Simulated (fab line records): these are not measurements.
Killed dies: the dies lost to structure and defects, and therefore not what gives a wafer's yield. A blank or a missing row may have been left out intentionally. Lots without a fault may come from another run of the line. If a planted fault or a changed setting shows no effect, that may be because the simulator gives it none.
Which of the tools did it? -- flow sky130 -- 72 wafers from 24 lots sampled at 2 of the route's 708 steps

## WHAT EACH GAUGE READ, for each wafer
SKY_CAPM_OVL_MEAS_12.
lot,measured,on,CAPM_OVL (nm)
L074,day 37 06:19,overlay-01,0.4 -0.3 1.8
L075,day 37 12:08,overlay-02,1.3 1.3 0.3
L076,day 37 21:39,overlay-02,1.2 0.1 0.6
L077,day 38 10:29,overlay-02,1.3 0.3 1.5
L078,day 38 11:08,overlay-02,-1.1 -1.6 -0.5
L079,day 39 00:14,overlay-02,0.1 1.1 0.0
L080,day 39 11:35,overlay-02,1.4 -0.2 0.9
L081,day 39 15:05,overlay-01,1.1 1.5 2.3
L082,day 39 21:49,overlay-01,2.5 3.3 4.1
L083,day 40 06:29,overlay-01,0.0 1.9 0.6
L084,day 40 13:24,overlay-02,2.5 1.9 2.5
L085,day 40 15:26,overlay-02,-0.6 0.5 -1.4
L086,day 41 01:04,overlay-01,2.5 0.5 1.9
L087,day 41 10:59,overlay-01,-0.2 -0.6 -1.1
L088,day 41 22:51,overlay-01,3.4 1.8 3.6
L089,day 42 07:02,overlay-01,3.4 2.8 1.6
L090,day 42 14:02,overlay-01,1.9 2.7 3.2
L091,day 43 03:05,overlay-02,0.0 1.0 0.8
L092,day 43 04:25,overlay-01,1.2 0.4 1.7
L093,day 43 10:22,overlay-01,-0.3 0.3 0.6
L094,day 43 11:34,overlay-02,1.4 1.6 2.7
L095,day 43 16:47,overlay-02,2.9 2.4 0.7
L097,day 43 23:48,overlay-02,1.1 2.8 1.7
L096,day 44 02:30,overlay-02,4.0 3.6 2.3

SKY_METAL3_OVL_MEAS_14.
lot,measured,on,METAL3_OVL (nm)
L074,day 38 08:35,overlay-02,-3 -6 4
L075,day 38 15:15,overlay-02,11 5 4
L076,day 38 23:58,overlay-01,6 4 2
L077,day 39 12:03,overlay-01,-3 -2 3
L078,day 39 13:01,overlay-01,5 6 4
L079,day 40 01:48,overlay-01,-2 -1 -3
L080,day 40 12:35,overlay-02,6 5 3
L081,day 40 15:51,overlay-01,3 -1 8
L082,day 40 22:56,overlay-02,7 0 -3
L083,day 41 07:40,overlay-01,2 0 -3
L084,day 41 14:26,overlay-01,8 10 8
L085,day 41 16:14,overlay-01,-4 -6 -7
L086,day 42 02:11,overlay-01,1 8 -2
L087,day 42 11:51,overlay-01,-8 -1 -10
L088,day 42 22:29,overlay-01,2 9 5
L089,day 43 06:43,overlay-01,-4 1 -8
L090,day 43 13:27,overlay-02,-7 -7 -4
L091,day 44 02:02,overlay-01,-2 3 0
L092,day 44 04:01,overlay-02,-1 1 1
L093,day 44 09:33,overlay-02,3 0 3
L094,day 44 10:14,overlay-02,-3 -6 0
L095,day 44 16:10,overlay-01,3 12 13
L097,day 44 21:53,overlay-02,-3 4 4
L096,day 45 00:44,overlay-01,-1 3 -3

## EACH LOT AND THE TOOL THAT RAN IT (in order: tool; ch and the chambers of the sampled wafers; start)
Before these readings, the record contains no process step.

## WHAT THE TOOLS THEMSELVES READ (means of the sampled wafers that have a number; where no wafer has one, the mark that the record gives instead)
The record holds no such reading with a usual standard deviation.

## THE ANSWER, worked out from the rows above alone
Rule: the usual values come from the lots themselves. The widest of any qualifying gaps counts: lots, ordered by their means at a reading, are off when they make up no more than a third of the lots, leave a main group of 4 or more, and stand apart from it by 3 or more times the standard deviation of that group's means. A main group is skipped when, at the precision printed for the reading in the tables above, its means are all equal. A lot without any number at a reading at which 4 lots or more have one is off too. Any other lot the step has rows for is counted as sound. After the gauges, taken in route order, come the tools' own readings; for these a lot's mean is taken, as printed above. At the first step where some lot is off, the reading lying furthest off is the one used; lots without a number count as furthest.
No lot is off at any reading shown: from this, nothing can be told.

## WHAT THE SIMULATOR HAD PUT IN
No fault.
